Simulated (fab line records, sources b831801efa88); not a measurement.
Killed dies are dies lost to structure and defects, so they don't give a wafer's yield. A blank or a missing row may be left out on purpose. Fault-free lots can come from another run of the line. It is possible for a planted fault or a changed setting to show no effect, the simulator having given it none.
8D (eight disciplines) problem report, filled in by code ; flow gf180mcu ; the parts of the form that need people (team, actions taken, sign-off) are left out

1. THE PROBLEM
HV_LDD_CVD_56_THK at GF_HV_LDD_THK_MEAS_57 reads a mean of 55.6 nm on 3 wafers of 1 lot; wafers without a fault read 90.3 nm with a standard deviation of 0.72. That is -48 standard deviations from the usual mean.
First observed at day 14 06:05: wafer L901.2, on film_metro-01. The record has a number at this step for 33 wafers belonging to 11 lots. Rule for "out" (also "out of limits"): further than 4 standard deviations from the usual mean. All remaining wafers that have a number are taken as sound.

2. WHAT IT IS; WHAT IT IS NOT
question;is;is not
which readings at this step;HV_LDD_CVD_56_THK;-
which lots;L901;L896, L898, L910, L911, L913, L914, L915, L916, L917, L919
which wafers of those lots;all that have a number;-
read on which gauges;film_metro-01;film_metro-02, film_metro-04
when;from day 14 06:05;"up to then (6 sound wafers); but 24 sound wafers of L910, L911, L913, L914, L915, L916, L917, L919 came after"

3. WHAT RULES OUT EACH SUSPECT
Counting: any tool at a process step up to the reading is kept as a suspect provided that every lot that is out went through it and no sound lot did after the first of them.
- the gauge at GF_HV_LDD_THK_MEAS_57 has been ruled out. All the wafers that are out were read on film_metro-01, but those of them that GF_HV_LDD_CVD_56 has rows for are out there too, on other tools.
- lpcvd-02 at GF_HV_LDD_CVD_56 (deposits Si3N4 from DCS/NH3, target thk 90 nm, time 1543 s): ruled out as a lasting fault. Sound lots L913, L915, L917 ran on it after its first lot that is out, L901 (day 14 04:39).
Left after counting: nothing in the record.

4. THE CAUSE (what the simulator had put in)
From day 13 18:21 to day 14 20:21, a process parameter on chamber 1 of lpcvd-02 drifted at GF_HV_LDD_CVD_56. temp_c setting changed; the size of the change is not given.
Counting ruled it out, wrongly: the rule takes a fault to strike every lot that its tool runs from its start on, and this one did not.

5. SEQUENCE OF EFFECTS, ordered by route
Each row: a reading where the mean over the struck wafers with a number is more than 3 standard deviations away from the usual. Scope: only readings with a usual standard deviation given in the record; hours: median across lots of the time from each lot's start at the first step in this table that gives one to its start at this step; sigmas: change in usual standard deviations.
hours;step;reading;usual;on struck wafers;change;sigmas
0;GF_HV_LDD_CVD_56;spike_tc_bottom_C;789.1 C;765.2;-23.9;-15
0;GF_HV_LDD_CVD_56;spike_tc_centre_C;771.7 C;748.1;-23.6;-24
0;GF_HV_LDD_CVD_56;spike_tc_lower_C;769.4 C;744.9;-24.5;-22
0;GF_HV_LDD_CVD_56;spike_tc_top_C;782 C;761;-21;-5.1
0;GF_HV_LDD_CVD_56;spike_tc_upper_C;769.7 C;745.2;-24.5;-20
0;GF_HV_LDD_CVD_56;susceptor_temp_C;770.1 C;746.1;-24.0;-75
1;GF_HV_LDD_THK_MEAS_57;HV_LDD_CVD_56_THK;90.3 nm;55.6;-34.7;-48
1;GF_HV_LDD_ETCHBACK_58;oes_product_au;0.844 a.u.;0.665;-0.179;-28
Its process steps:
- GF_HV_LDD_CVD_56: deposits Si3N4 from DCS/NH3, target thk 90 nm, time 1543 s.
- GF_HV_LDD_ETCHBACK_58: etches Si3N4 in CH3F/O2, stops on SiO2, time 100 s, target depth 90 nm.
Later steps that measure or inspect, where all struck wafers having a row at the step show a number for every such reading and not one has moved that far: GF_V1_THK_MEAS_01.

6. HOW IT WOULD HAVE BEEN CAUGHT EARLIER
12 hours passed between the start of the fault at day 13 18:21 and the first reading out of limits at a measuring or inspecting step in this record, taken at day 14 06:05.
Tool's own readings at GF_HV_LDD_CVD_56, spike_tc_bottom_C, spike_tc_centre_C, spike_tc_lower_C, spike_tc_top_C, spike_tc_upper_C, susceptor_temp_C: out on all struck wafers the step has rows for; an alarm limit on them would have tripped on the first.
